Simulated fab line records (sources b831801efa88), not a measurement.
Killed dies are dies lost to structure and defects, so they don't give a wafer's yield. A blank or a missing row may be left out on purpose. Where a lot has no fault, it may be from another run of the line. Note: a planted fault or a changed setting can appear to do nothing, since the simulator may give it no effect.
Problem report in the 8D (eight disciplines) form, filled by code	flow sky130	the parts of the form that need people (team, actions taken, sign-off) are left out

## 1. THE PROBLEM
POLY_GATE_CVD_00_THK at SKY_POLY_GATE_THK_MEAS_01 reads a mean of 151.8 nm on 3 wafers of 1 lot; wafers without a fault read 178.6 nm with a standard deviation of 2. That is -13 standard deviations from the usual mean.
First seen on wafer L223.2, day 18 17:19, on filmMetro-02. At this step, 30 wafers from 10 lots have a number in the record. Rule for "out", or "out of limits": more than 4 standard deviations from the usual mean. The rest of the wafers with a number are treated as sound.

## 2. WHAT IT IS; WHAT IT IS NOT
question	is	is not
which readings at this step	POLY_GATE_CVD_00_THK	-
which lots	L223	L210, L213, L214, L216, L218, L219, L222, L232, L233
which wafers of those lots	all that have a number	-
read on which gauges	filmMetro-02	filmMetro-01, filmMetro-04
when	from day 18 17:19	up to then (21 sound wafers); but 6 sound wafers of L232, L233 came after

## 3. SUSPECTS, AND WHAT RULES EACH OUT
Counting: a tool at a process step up to the reading stays a suspect if it ran every lot that is out and no sound lot after the first of them.
- ruled out: the gauge at SKY_POLY_GATE_THK_MEAS_01. All the wafers that are out were read on filmMetro-02, but those of them that SKY_POLY_GATE_CVD_00 has rows for are out there too, on other tools.
- plasmaAsher-02 at SKY_VT_ADJUST_LVTN_STRIP_09 (strips in O2/N2): kept. It ran the lot that is out, L223 (day 10 14:41), and no sound lot after that; its last sound lot up to then is L214 (day 8 23:38).
- plasmaAsher-03 at SKY_SONOS_ONO_STRIP_17 (strips in O2/N2): ruled out as a lasting fault. Sound lots L233 ran on it after its first lot that is out, L223 (day 17 06:16).
- lpcvd-01 at SKY_POLY_GATE_CVD_00 (deposits poly-Si, target thk 180 nm, time 720 s): ruled out as a lasting fault. Sound lots L232, L233 ran on it after its first lot that is out, L223 (day 18 16:07).
The count leaves plasmaAsher-02 at SKY_VT_ADJUST_LVTN_STRIP_09.

## 4. THE CAUSE (what the simulator had put in)
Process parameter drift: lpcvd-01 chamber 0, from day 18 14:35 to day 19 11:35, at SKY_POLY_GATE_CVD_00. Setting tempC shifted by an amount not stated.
The count ruled it out by mistake, since the rule takes a fault to strike every lot its tool runs from the start of the fault on, and this one did not do so.

## 5. THE EFFECT CHAIN, in route order
Each row: a reading where the mean over the struck wafers with a number is more than 3 standard deviations away from the usual. Scope: only readings with a usual standard deviation given in the record; hours: median across lots of the time from each lot's start at the first step in this table that gives one to its start at this step; sigmas: change in usual standard deviations.
hours	step	reading	usual	on struck wafers	change	sigmas
0	SKY_POLY_GATE_CVD_00	spikeTcBottomC	641.6 C	634.4	-7.2	-4.0
0	SKY_POLY_GATE_CVD_00	spikeTcCentreC	620.5 C	615.4	-5.1	-3.9
0	SKY_POLY_GATE_CVD_00	spikeTcLowerC	621.3 C	614.3	-7.0	-6.4
0	SKY_POLY_GATE_CVD_00	spikeTcTopC	648.1 C	642.7	-5.4	-3.9
0	SKY_POLY_GATE_CVD_00	spikeTcUpperC	620.1 C	613.7	-6.4	-5.8
0	SKY_POLY_GATE_CVD_00	susceptorTempC	620.05 C	613.69	-6.36	-24
1	SKY_POLY_GATE_THK_MEAS_01	POLY_GATE_CVD_00_THK	178.6 nm	151.8	-26.8	-13
65	SKY_POLY_GATE_ETCH_17	oesProductAu	0.984 a.u.	0.881	-0.103	-13
Its process steps:
- SKY_POLY_GATE_CVD_00: deposits poly-Si, target thk 180 nm, time 720 s.
- SKY_POLY_GATE_ETCH_17: etches poly-Si in HBr/Cl2, stops on SiO2, target depth 180 nm, time 70.5 s.

## 6. WHAT WOULD HAVE CAUGHT IT SOONER
3 hours passed between the start of the fault at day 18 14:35 and the first reading out of limits at a measuring or inspecting step in this record, taken at day 18 17:19.
At SKY_POLY_GATE_CVD_00, the tool's own readings (spikeTcLowerC, spikeTcUpperC, susceptorTempC) were out on each struck wafer the step has a row for, so an alarm limit on them would have fired on the first such wafer.
